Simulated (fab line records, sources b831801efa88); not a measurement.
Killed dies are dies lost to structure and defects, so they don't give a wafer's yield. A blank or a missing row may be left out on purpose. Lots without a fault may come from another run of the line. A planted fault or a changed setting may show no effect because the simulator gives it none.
fab line records | flow gf180mcu
record lots=24 wafers=72 last_day=34
route steps=602 shown MVPSD@85 V3@451 V4@477 MIM@503 TOP_METAL@569
lots that met no fault: from a run of the same line without faults
start_h: hours from the record's first day to the start of the lot's first wafer shown | wait_h: hours since the lot's step before | " the same as in the row above | L1.1+2: a row that stands for several wafers | - no value, or no start given | * or withheld: withheld | < > ~ a bound
route shown NAME@n: a module of which the file shows steps, and the number in the route of the first | usual: mean/standard deviation of fault-free wafers | same: alike in all rows | chamber/n: place in a boat | sites: the reading at each site | _std_site: their standard deviation | _edge_site: outer sites' mean less inner sites' | radius_mm: how far each site lies from the wafer's centre | mask NAME#n: copy n | behind: the tool/chamber that last shaped the wafer | hold: why the lot was held/for how many hours/how that ended | device: the transistor (n, p or np) that didn't switch | end of line: the same wafers' tests at the end of the route | a step without rows: its recipe alone | killed: dies lost to structure and defects at the first sort, not the wafer's yield | map: a wafer's dies, x killed, . not, _ none there
set.NAME: the setting as run; set.NAME@STEP: as run at that earlier step | model.NAME: the simulator's own value behind a step, which no gauge read
steps of the route over a sample of lots; a table a step, a row a wafer
services: from which hour (start_h, from the record's first day; less than 0 if before it) a tool's chamber was out of use, for how many hours, and why
## steps
# step GF_MVPSD_OVL_MEAS_07
# usual MVPSD_OVL=-0.2/1.4
# columns lot.wafer tool chamber start_h wait_h MVPSD_OVL[nm]
L074.1 overlay-01 - 97.90 - -2.2
L074.5 " - " " -1.4
L074.6 " - " " -0.3
L075.1 overlay-02 - 102.77 - 1.1
L075.3 " - " " 1.3
L075.4 " - " " 0.8
L076.1 overlay-02 - 106.65 - -0.6
L076.3 " - " " -0.4
L076.6 " - " " -0.8
L077.1 overlay-02 - 114.52 - -2.4
L077.3 " - " " -2.3
L077.5 " - " " -1.2
L078.1 overlay-02 - 118.99 - 2.2
L078.3 " - " " 0.4
L078.6 " - " " 1.1
L079.1 overlay-02 - 130.75 - 0.3
L079.5 " - " " 0.5
L079.6 " - " " -1.0
L080.3 overlay-02 - 133.81 - -1.4
L080.4 " - " " -1.9
L080.5 " - " " -3.1
L081.1 overlay-01 - 139.39 - 0.8
L081.3 " - " " 1.6
L081.4 " - " " -1.8
L082.3 overlay-01 - 145.20 - 0.7
L082.4 " - " " 0.8
L082.6 " - " " 0.4
L083.2 overlay-01 - 153.83 - -2.0
L083.3 " - " " -0.3
L083.6 " - " " -0.5
L084.3 overlay-02 - 158.28 - 1.9
L084.5 " - " " 2.3
L084.6 " - " " 0.1
L085.1 overlay-01 - 165.25 - 0.9
L085.3 " - " " 0.1
L085.6 " - " " -0.2
L086.2 overlay-01 - 172.21 - -1.8
L086.4 " - " " -1.2
L086.5 " - " " -2.1
L087.1 overlay-02 - 175.57 - -0.9
L087.2 " - " " 0.0
L087.6 " - " " -1.1
L088.1 overlay-01 - 181.90 - -0.4
L088.2 " - " " 0.7
L088.4 " - " " -0.3
L089.2 overlay-02 - 187.41 - -1.4
L089.3 " - " " -0.6
L089.4 " - " " -2.6
L090.3 overlay-01 - 193.15 - 0.8
L090.5 " - " " 0.7
L090.6 " - " " -0.1
L091.1 overlay-01 - 198.52 - 1.3
L091.4 " - " " 0.4
L091.6 " - " " -0.5
L092.1 overlay-01 - 205.12 - 0.3
L092.2 " - " " -0.3
L092.5 " - " " -0.2
L093.1 overlay-02 - 216.02 - -2.4
L093.3 " - " " -1.2
L093.4 " - " " -1.4
L094.1 overlay-01 - 217.90 - 1.2
L094.3 " - " " 0.9
L094.4 " - " " -0.4
L095.3 overlay-01 - 224.51 - -0.1
L095.4 " - " " -2.0
L095.5 " - " " 0.3
L096.1 overlay-01 - 229.77 - 0.1
L096.3 " - " " -1.2
L096.4 " - " " -0.2
L097.1 overlay-01 - 235.00 - 3.2
L097.5 " - " " 0.1
L097.6 " - " " 2.3
# step GF_V3_SPUTTER_22
# recipe material=TiN target_thk_nm=10 chamber_pressure_pa=5 power_w=4000 time_s=40
# usual chamber_pressure_pa=5.001/0.011 throttle_valve_pct=30.2/1.2
# columns lot.wafer tool chamber start_h wait_h chamber_pressure_pa throttle_valve_pct
L074.1 pvd_sputter-01 - 516.35 0.0 4.991 28.4
L074.5 " - " " 5.004 28.9
L074.6 " - " " 4.980 29.8
L075.1 pvd_sputter-02 - 523.88 0.0 4.998 30.1
L075.3 " - " " 5.009 29.6
L075.4 " - " " 5.000 32.0
L076.1 pvd_sputter-04 - 531.42 0.0 5.001 29.6
L076.3 " - " " 4.990 30.7
L076.6 " - " " 5.019 30.4
L078.1 pvd_sputter-04 - 552.98 0.0 4.996 27.2
L078.3 " - " " 4.999 29.4
L078.6 " - " " 5.009 29.6
L077.1 pvd_sputter-02 - 553.80 0.0 4.993 29.9
L077.3 " - " " 5.013 31.9
L077.5 " - " " 5.005 31.9
L079.1 pvd_sputter-02 - 565.22 0.0 5.012 31.3
L079.5 " - " " 5.016 29.9
L079.6 " - " " 5.014 31.4
L080.3 pvd_sputter-01 - 574.07 0.0 4.990 30.3
L080.4 " - " " 4.995 29.5
L080.5 " - " " 5.012 28.1
L081.1 pvd_sputter-02 - 581.05 0.0 4.987 31.7
L081.3 " - " " 4.981 31.6
L081.4 " - " " 4.996 30.1
L082.3 pvd_sputter-02 - 584.52 0.0 4.989 29.9
L082.4 " - " " 4.995 29.8
L082.6 " - " " 4.998 29.8
L083.2 pvd_sputter-02 - 595.63 0.0 4.994 29.9
L083.3 " - " " 4.998 31.7
L083.6 " - " " 4.987 31.5
L084.3 pvd_sputter-02 - 605.73 0.0 4.999 31.3
L084.5 " - " " 5.007 31.4
L084.6 " - " " 4.997 32.0
L085.1 pvd_sputter-01 - 613.53 0.0 4.991 28.2
L085.3 " - " " 4.994 29.2
L085.6 " - " " 4.998 29.1
L086.2 pvd_sputter-02 - 618.91 0.0 4.997 29.6
L086.4 " - " " 4.995 30.3
L086.5 " - " " 5.017 29.9
L087.1 pvd_sputter-02 - 623.38 0.0 4.999 29.7
L087.2 " - " " 5.002 31.3
L087.6 " - " " 5.006 29.9
L088.1 pvd_sputter-04 - 632.28 0.0 5.005 30.9
L088.2 " - " " 5.000 27.5
L088.4 " - " " 5.000 29.6
L089.2 pvd_sputter-01 - 641.60 0.0 4.991 28.4
L089.3 " - " " 5.015 29.0
L089.4 " - " " 5.014 30.1
L090.3 pvd_sputter-02 - 645.48 0.0 5.004 29.7
L090.5 " - " " 5.001 30.1
L090.6 " - " " 5.015 30.1
L091.1 pvd_sputter-01 - 650.30 0.0 4.995 28.1
L091.4 " - " " 5.001 30.1
L091.6 " - " " 5.007 29.8
L092.1 pvd_sputter-01 - 657.38 0.0 5.001 30.8
L092.2 " - " " 5.004 28.1
L092.5 " - " " 4.990 31.0
L093.1 pvd_sputter-02 - 668.07 0.0 4.985 30.0
L093.3 " - " " 4.985 31.2
L093.4 " - " " 5.003 32.1
L094.1 pvd_sputter-04 - 673.18 0.0 5.002 27.1
L094.3 " - " " 4.987 29.6
L094.4 " - " " 5.018 30.6
L095.3 pvd_sputter-02 - 678.93 0.0 5.013 31.8
L095.4 " - " " 4.988 30.0
L095.5 " - " " 5.003 31.9
L096.1 pvd_sputter-01 - 684.15 0.0 5.019 30.9
L096.3 " - " " 5.007 30.4
L096.4 " - " " 5.022 28.3
L097.1 pvd_sputter-02 - 690.55 0.0 5.004 31.1
L097.5 " - " " 5.018 30.2
L097.6 " - " " 5.013 29.7
# step GF_V4_THK_MEAS_01
# recipe reads=SiO2_of_V4_CVD_00
# usual V4_CVD_00_THK=599/5.7
# columns lot.wafer tool chamber start_h wait_h V4_CVD_00_THK[nm]
L074.1 film_metro-01 - 540.72 0.0 608
L074.5 " - " " 602
L074.6 " - " " 615
L075.1 film_metro-01 - 548.36 0.0 599
L075.3 " - " " 595
L075.4 " - " " 594
L076.1 film_metro-01 - 555.62 0.0 608
L076.3 " - " " 598
L076.6 " - " " 596
L078.1 film_metro-04 - 576.65 0.0 594
L078.3 " - " " 604
L078.6 " - " " 595
L077.1 film_metro-04 - 577.83 0.0 591
L077.3 " - " " 593
L077.5 " - " " 593
L079.1 film_metro-04 - 588.30 0.0 598
L079.5 " - " " 591
L079.6 " - " " 592
L080.3 film_metro-04 - 597.08 0.1 588
L080.4 " - " " 591
L080.5 " - " " 598
L081.1 film_metro-02 - 604.20 0.0 600
L081.3 " - " " 604
L081.4 " - " " 609
L082.3 film_metro-01 - 607.43 0.1 589
L082.4 " - " " 590
L082.6 " - " " 593
L083.2 film_metro-01 - 618.09 0.0 607
L083.3 " - " " 603
L083.6 " - " " 606
L084.3 film_metro-01 - 627.74 0.1 594
L084.5 " - " " 600
L084.6 " - " " 597
L085.1 film_metro-02 - 635.57 0.0 594
L085.3 " - " " 586
L085.6 " - " " 583
L086.2 film_metro-01 - 640.72 0.0 595
L086.4 " - " " 593
L086.5 " - " " 593
L087.1 film_metro-04 - 645.01 0.0 603
L087.2 " - " " 607
L087.6 " - " " 600
L088.1 film_metro-04 - 654.22 0.0 610
L088.2 " - " " 603
L088.4 " - " " 600
L089.2 film_metro-01 - 662.97 0.0 600
L089.3 " - " " 609
L089.4 " - " " 605
L090.3 film_metro-04 - 667.25 0.1 602
L090.5 " - " " 599
L090.6 " - " " 596
L091.1 film_metro-01 - 671.46 0.0 593
L091.4 " - " " 613
L091.6 " - " " 590
L092.1 film_metro-01 - 678.93 0.0 599
L092.2 " - " " 597
L092.5 " - " " 602
L093.1 film_metro-01 - 688.47 0.0 600
L093.3 " - " " 603
L093.4 " - " " 599
L094.1 film_metro-04 - 693.29 0.0 595
L094.3 " - " " 598
L094.4 " - " " 595
L095.3 film_metro-04 - 699.80 0.1 600
L095.4 " - " " 601
L095.5 " - " " 600
L096.1 film_metro-02 - 704.32 0.0 603
L096.3 " - " " 608
L096.4 " - " " 603
L097.1 film_metro-02 - 710.47 0.0 592
L097.5 " - " " 595
L097.6 " - " " 605
# step GF_V4_STRIP_18
# recipe chemistry=O2/N2 power_w=1400 pressure_mtorr=1500 platen_temp_c=250 o2_flow_sccm=3000 n2_flow_sccm=300 overash_fraction=0.5
# usual drypump_motor_current_A=5.8/0.41 heater_power_w=318/41 o2_flow_sccm=2998/8.8 oes_product_au=0.600/0.0046
# columns lot.wafer tool chamber start_h wait_h drypump_motor_current_A heater_power_w o2_flow_sccm oes_product_au rf_hours_counter_h
L074.1 plasma_asher-04 0 563.74 - 6.3 328 2999 0.598 14
L074.5 " 0 " " 6.3 315 2997 0.593 -
L074.6 " 1 " " 5.0 334 3008 0.596 -
L075.1 plasma_asher-03 0 570.73 - 5.8 263 3018 0.601 96
L075.3 " 0 " " 5.8 259 2999 0.597 -
L075.4 " 1 " " 6.1 311 3006 0.603 -
L076.1 plasma_asher-03 1 578.30 - 6.1 317 3016 0.600 96
L076.3 " 1 " " 6.1 327 3000 0.599 -
L076.6 " 1 " " 6.1 323 3004 0.600 -
L078.1 plasma_asher-04 1 598.48 - 5.0 321 2991 0.596 18
L078.3 " 1 " " 5.1 330 3003 0.598 -
L078.6 " 1 " " 5.0 329 3006 0.596 -
L077.1 plasma_asher-04 0 600.05 - 6.3 324 2976 0.598 18
L077.3 " 1 " " 5.1 325 2990 0.601 -
L077.5 " 1 " " 5.1 331 2998 0.603 -
L079.1 plasma_asher-03 1 610.10 - 6.1 323 2993 0.603 100
L079.5 " 1 " " 6.1 317 2989 0.595 -
L079.6 " 0 " " 5.8 261 3001 0.604 -
L080.3 plasma_asher-03 1 618.25 - 6.1 323 3008 0.605 -
L080.4 " 0 " " 5.7 269 2994 0.604 -
L080.5 " 0 " " 5.8 265 2999 0.602 -
L081.1 plasma_asher-01 0 625.72 - 5.9 423 3002 0.596 81
L081.3 " 0 " " 5.9 416 2996 0.604 -
L081.4 " 1 " " 5.9 306 3025 0.603 -
L082.3 plasma_asher-03 0 628.55 - 5.8 263 3004 0.602 -
L082.4 " 1 " " 6.1 330 3004 0.593 -
L082.6 " 1 " " 6.1 325 2999 0.603 -
L083.2 plasma_asher-04 1 639.77 - 5.0 338 3010 0.600 22
L083.3 " 0 " " 6.3 327 2989 0.600 -
L083.6 " 0 " " 6.3 325 2990 0.595 -
L084.3 plasma_asher-01 1 648.38 - 6.0 312 2991 0.599 -
L084.5 " 1 " " 6.0 309 2999 0.603 -
L084.6 " 0 " " 5.9 416 2996 0.594 -
L085.1 plasma_asher-03 0 655.28 - 5.8 258 2998 0.589 104
L085.3 " 0 " " 5.8 258 2998 0.590 -
L085.6 " 0 " " 5.8 259 2997 0.607 -
L086.2 plasma_asher-04 1 660.82 - 5.0 326 2996 0.594 24
L086.4 " 1 " " 5.0 325 2978 0.593 -
L086.5 " 1 " " 5.0 326 2997 0.600 -
L087.1 plasma_asher-03 0 665.63 - 5.7 256 2994 0.596 105
L087.2 " 1 " " 6.1 315 2998 0.603 105
L087.6 " 1 " " 6.1 310 2996 0.602 -
L088.1 plasma_asher-01 1 674.57 - 5.9 309 3002 0.600 86
L088.2 " 0 " " 5.9 409 3004 0.592 86
L088.4 " 1 " " 6.0 310 3014 0.604 -
L089.2 plasma_asher-03 1 682.52 - 6.1 315 2986 0.596 107
L089.3 " 1 " " 6.1 322 2988 0.594 -
L089.4 " 0 " " 5.8 263 2991 0.603 -
L090.3 plasma_asher-04 1 687.80 - 5.0 329 3007 0.610 -
L090.5 " 1 " " 5.0 329 3007 0.609 -
L090.6 " 0 " " 6.3 329 2984 0.605 -
L091.1 plasma_asher-03 1 691.60 - 6.1 321 3000 0.596 108
L091.4 " 0 " " 5.7 262 2988 0.599 -
L091.6 " 1 " " 6.1 317 3004 0.600 -
L092.1 plasma_asher-01 1 698.20 - 6.0 304 2981 0.601 89
L092.2 " 0 " " 5.9 392 3012 0.597 89
L092.5 " 1 " " 6.0 311 2994 0.597 -
L093.1 plasma_asher-04 0 707.70 - 6.3 321 3000 0.595 29
L093.3 " 1 " " 5.1 338 3002 0.610 -
L093.4 " 0 " " 6.3 316 3002 0.605 -
L094.1 plasma_asher-04 1 713.17 - 5.0 330 3004 0.603 29
L094.3 " 1 " " 5.0 319 3014 0.599 -
L094.4 " 0 " " 6.3 319 2991 0.600 -
L095.3 plasma_asher-01 0 718.46 - 5.9 411 2997 0.596 -
L095.4 " 1 " " 6.0 309 2986 0.596 -
L095.5 " 0 " " 5.9 407 3009 0.599 -
L096.1 plasma_asher-04 0 723.38 - 6.3 324 3000 0.604 31
L096.3 " 0 " " 6.3 330 3000 0.598 -
L096.4 " 1 " " 5.0 338 2995 0.600 -
L097.1 plasma_asher-03 1 729.17 - 6.1 315 2997 0.601 112
L097.5 " 0 " " 5.7 255 3000 0.601 -
L097.6 " 1 " " 6.1 314 2992 0.597 -
# step GF_MIM_SPUTTER_00
# recipe material=Ti target_thk_nm=37.5 arriving_ion_energy_ev=80 substrate_temp_c=200 chamber_pressure_pa=2 power_w=4000 time_s=150
# usual chamber_pressure_pa=2.000/0.0037 throttle_valve_pct=30.0/1.2
# columns lot.wafer tool chamber start_h wait_h chamber_pressure_pa throttle_valve_pct
L074.1 pvd_sputter-04 - 564.97 0.1 2.005 29.6
L074.5 " - " " 1.994 30.8
L074.6 " - " " 2.011 29.4
L075.1 pvd_sputter-04 - 571.95 0.1 1.995 30.7
L075.3 " - " " 1.994 27.3
L075.4 " - " " 2.000 30.6
L076.1 pvd_sputter-03 - 579.54 0.1 2.002 30.4
L076.3 " - " " 1.999 28.8
L076.6 " - " " 2.001 30.1
L078.1 pvd_sputter-04 - 599.71 0.1 2.004 30.6
L078.3 " - " " 1.998 29.4
L078.6 " - " " 2.000 27.3
L077.1 pvd_sputter-04 - 601.31 0.1 1.994 30.7
L077.3 " - " " 2.004 30.8
L077.5 " - " " 2.000 29.5
L079.1 pvd_sputter-03 - 611.34 0.1 1.997 30.7
L079.5 " - " " 2.003 30.7
L079.6 " - " " 2.004 30.2
L080.3 pvd_sputter-02 - 619.55 0.1 1.997 29.8
L080.4 " - " " 1.999 31.7
L080.5 " - " " 2.000 31.9
L081.1 pvd_sputter-03 - 627.38 0.1 1.998 30.5
L081.3 " - " " 2.001 28.9
L081.4 " - " " 2.001 30.3
L082.3 pvd_sputter-03 - 629.83 0.1 1.997 30.4
L082.4 " - " " 2.003 30.7
L082.6 " - " " 2.002 30.5
L083.2 pvd_sputter-02 - 640.99 0.2 2.003 30.0
L083.3 " - " " 2.001 31.5
L083.6 " - " " 2.001 31.7
L084.3 pvd_sputter-02 - 649.57 0.2 1.998 30.0
L084.5 " - " " 1.998 29.8
L084.6 " - " " 2.000 31.9
L085.1 pvd_sputter-04 - 656.96 0.2 1.996 27.2
L085.3 " - " " 1.996 30.4
L085.6 " - " " 2.001 27.4
L086.2 pvd_sputter-03 - 662.08 0.2 2.002 30.4
L086.4 " - " " 2.001 30.6
L086.5 " - " " 2.005 30.6
L087.1 pvd_sputter-03 - 666.85 0.2 1.995 28.9
L087.2 " - " " 2.001 30.7
L087.6 " - " " 2.002 30.6
L088.1 pvd_sputter-04 - 675.79 0.2 2.001 29.2
L088.2 " - " " 1.999 30.5
L088.4 " - " " 2.006 31.1
L089.2 pvd_sputter-02 - 683.74 0.2 2.000 31.4
L089.3 " - " " 2.003 30.1
L089.4 " - " " 2.004 31.9
L090.3 pvd_sputter-03 - 688.99 0.2 1.996 30.0
L090.5 " - " " 2.006 28.9
L090.6 " - " " 1.998 30.6
L091.1 pvd_sputter-03 - 692.83 0.2 1.998 28.8
L091.4 " - " " 1.999 30.7
L091.6 " - " " 1.994 30.5
L092.1 pvd_sputter-03 - 699.43 0.2 2.001 30.7
L092.2 " - " " 2.000 30.2
L092.5 " - " " 1.996 28.7
L093.1 pvd_sputter-04 - 708.93 0.2 2.003 30.5
L093.3 " - " " 2.005 30.4
L093.4 " - " " 1.995 29.6
L094.1 pvd_sputter-03 - 714.39 0.1 1.998 30.6
L094.3 " - " " 1.999 29.1
L094.4 " - " " 2.000 30.4
L095.3 pvd_sputter-04 - 719.66 0.1 2.007 27.3
L095.4 " - " " 2.002 30.7
L095.5 " - " " 2.000 30.7
L096.1 pvd_sputter-03 - 724.60 0.2 2.004 30.9
L096.3 " - " " 1.997 30.6
L096.4 " - " " 2.001 30.3
L097.1 pvd_sputter-04 - 730.41 0.1 1.993 27.3
L097.5 " - " " 1.997 27.2
L097.6 " - " " 2.000 30.5
# step GF_TOP_METAL_SPUTTER_02
# recipe material=AlCu target_thk_nm=900 power_w=10600 chamber_pressure_pa=0.3 substrate_temp_c=250 gas=Ar time_s=47.82
# usual chamber_pressure_pa=0.3000/0.00061 throttle_valve_pct=29.7/1.1
# columns lot.wafer tool chamber start_h wait_h chamber_pressure_pa throttle_valve_pct
L074.1 pvd_sputter-01 - 632.36 0.0 0.3006 30.9
L074.5 " - " " 0.2996 29.3
L074.6 " - " " 0.2993 29.6
L075.1 pvd_sputter-01 - 637.91 0.0 0.2994 29.9
L075.3 " - " " 0.3006 30.8
L075.4 " - " " 0.2997 28.1
L076.1 pvd_sputter-01 - 645.31 0.0 0.3008 28.4
L076.3 " - " " 0.2994 29.1
L076.6 " - " " 0.3004 30.7
L078.1 pvd_sputter-03 - 664.20 0.0 0.3005 29.1
L078.3 " - " " 0.3007 30.0
L078.6 " - " " 0.3013 29.1
L077.1 pvd_sputter-04 - 665.95 0.0 0.2997 30.7
L077.3 " - " " 0.2997 30.6
L077.5 " - " " 0.2999 30.6
L079.1 pvd_sputter-01 - 675.03 0.0 0.3001 29.2
L079.5 " - " " 0.2999 27.9
L079.6 " - " " 0.2999 29.9
L080.3 pvd_sputter-03 - 682.51 0.0 0.2993 30.5
L080.4 " - " " 0.3000 30.7
L080.5 " - " " 0.2999 30.4
L081.1 pvd_sputter-04 - 689.56 0.0 0.3000 27.3
L081.3 " - " " 0.3007 30.5
L081.4 " - " " 0.2987 27.3
L082.3 pvd_sputter-01 - 691.66 0.0 0.2995 29.3
L082.4 " - " " 0.3001 30.0
L082.6 " - " " 0.3002 31.0
L083.2 pvd_sputter-04 - 701.29 0.0 0.3000 29.4
L083.3 " - " " 0.2997 27.3
L083.6 " - " " 0.3002 27.5
L084.3 pvd_sputter-04 - 710.15 0.0 0.3000 27.0
L084.5 " - " " 0.3010 30.7
L084.6 " - " " 0.2991 29.5
L085.1 pvd_sputter-01 - 717.36 0.0 0.2999 30.1
L085.3 " - " " 0.2994 30.4
L085.6 " - " " 0.2998 31.0
L086.2 pvd_sputter-04 - 722.80 0.0 0.3005 27.4
L086.4 " - " " 0.3002 30.7
L086.5 " - " " 0.3007 29.5
L087.1 pvd_sputter-01 - 726.54 0.0 0.3003 29.1
L087.2 " - " " 0.3004 28.1
L087.6 " - " " 0.3007 29.1
L088.1 pvd_sputter-04 - 734.82 0.0 0.2996 30.7
L088.2 " - " " 0.3004 30.7
L088.4 " - " " 0.3008 29.5
L089.2 pvd_sputter-04 - 742.17 0.0 0.2996 27.1
L089.3 " - " " 0.3002 30.7
L089.4 " - " " 0.3010 30.6
L090.3 pvd_sputter-01 - 746.16 0.0 0.2994 29.3
L090.5 " - " " 0.3006 28.1
L090.6 " - " " 0.2997 30.0
L091.1 pvd_sputter-03 - 749.82 0.0 0.2987 30.5
L091.4 " - " " 0.3002 28.5
L091.6 " - " " 0.2987 30.3
L092.1 pvd_sputter-03 - 756.00 0.0 0.3002 30.7
L092.2 " - " " 0.3002 28.9
L092.5 " - " " 0.2999 30.7
L093.1 pvd_sputter-01 - 764.56 0.0 0.3004 29.0
L093.3 " - " " 0.2992 28.4
L093.4 " - " " 0.3001 31.2
L094.1 pvd_sputter-01 - 769.60 0.0 0.2996 28.3
L094.3 " - " " 0.2996 30.0
L094.4 " - " " 0.3002 31.1
L095.3 pvd_sputter-03 - 774.46 0.0 0.2997 30.1
L095.4 " - " " 0.2993 28.9
L095.5 " - " " 0.3009 30.3
L096.1 pvd_sputter-01 - 778.39 0.0 0.2992 29.9
L096.3 " - " " 0.3001 29.0
L096.4 " - " " 0.3000 30.9
L097.1 pvd_sputter-01 - 783.00 0.0 0.2990 29.9
L097.5 " - " " 0.2989 29.2
L097.6 " - " " 0.2996 30.8
## services
# columns tool chamber start_h hours kind
plasma_asher-01 - 507.79 6.6 repair
plasma_asher-01 - 523.18 2.8 pm
pvd_sputter-02 2 534.49 - consumable_replace:kit
pvd_sputter-02 2 534.49 18.0 scheduled_down
pvd_sputter-04 2 566.08 - consumable_replace:kit
pvd_sputter-04 2 566.08 18.0 scheduled_down
pvd_sputter-04 2 566.08 18.0 vent_cycle
pvd_sputter-04 - 566.72 5.2 repair
pvd_sputter-02 - 579.16 1.7 repair
pvd_sputter-03 - 586.59 6.1 repair
plasma_asher-01 - 603.27 0.5 repair
pvd_sputter-04 1 683.37 - consumable_replace:kit
pvd_sputter-04 1 683.37 18.0 scheduled_down
pvd_sputter-04 1 683.37 18.0 vent_cycle
plasma_asher-01 - 684.37 2.3 repair
plasma_asher-04 - 690.18 3.8 repair
pvd_sputter-01 3 699.21 - consumable_replace:kit
pvd_sputter-01 3 699.21 18.0 scheduled_down
pvd_sputter-01 3 699.21 18.0 vent_cycle
pvd_sputter-01 - 732.91 13.0 repair
plasma_asher-03 - 733.80 9.0 pm
plasma_asher-01 - 743.55 0.5 repair
pvd_sputter-04 - 760.78 1.0 repair
pvd_sputter-04 - 772.14 4.9 repair
## key
fault none
